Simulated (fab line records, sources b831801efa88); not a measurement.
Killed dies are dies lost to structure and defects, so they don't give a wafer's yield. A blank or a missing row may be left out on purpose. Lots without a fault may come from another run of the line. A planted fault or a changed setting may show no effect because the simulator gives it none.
Chamber matching | flow sky130 | SKY_VIA4_CMP_02 on cmp-02: 4 sister chambers
The step polishes SiO2. 4 wafers are shown with their chamber, then 8 later ones without.

WAFERS WITH THEIR CHAMBER
wafer  | chamber | motor_current_A (A)
L805.1 | 1       | 13.3
L809.4 | 2       | 11.7
L809.5 | 3       | 12.2
L810.2 | 0       | 10.3

WAFERS WITHOUT THEIR CHAMBER
wafer  | motor_current_A (A)
L810.3 | 12.1
L810.6 | 12.3
L816.1 | 10.7
L816.2 | 11.9
L817.2 | 12.5
L817.4 | 11.2
L818.1 | 11.4
L818.2 | 13.1

WHICH CHAMBER EACH WENT THROUGH
wafer  | from the rows above          | in truth
L810.3 | can't be placed: 3 or 2      | 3
L810.6 | can't be placed: 3 or 2      | 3
L816.1 | 0                            | 0
L816.2 | can't be placed: 2 or 3      | 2
L817.2 | can't be placed: 3 or 1 or 2 | 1
L817.4 | can't be placed: 2 or 0 or 3 | 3
L818.1 | can't be placed: 2 or 3      | 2
L818.2 | 1                            | 1
Placed correctly: 2 of 8. Can't be placed from these rows: 6 (the true chamber is among the candidates in 6). Placed wrongly: 0.
How it was worked out, from the rows above alone: a wafer's distance from a chamber is the root of the sum, over the readings, of the square of ((its reading less the chamber's mean) divided by the reading's scatter). The wafer belongs to the nearest chamber; if the next one is less than 2 further off, it can't be placed. A chamber's mean is the mean of its shown wafers. The scatter: with one shown wafer a chamber, the root of the mean of the squares of how far each hidden wafer lies from its nearest shown one.
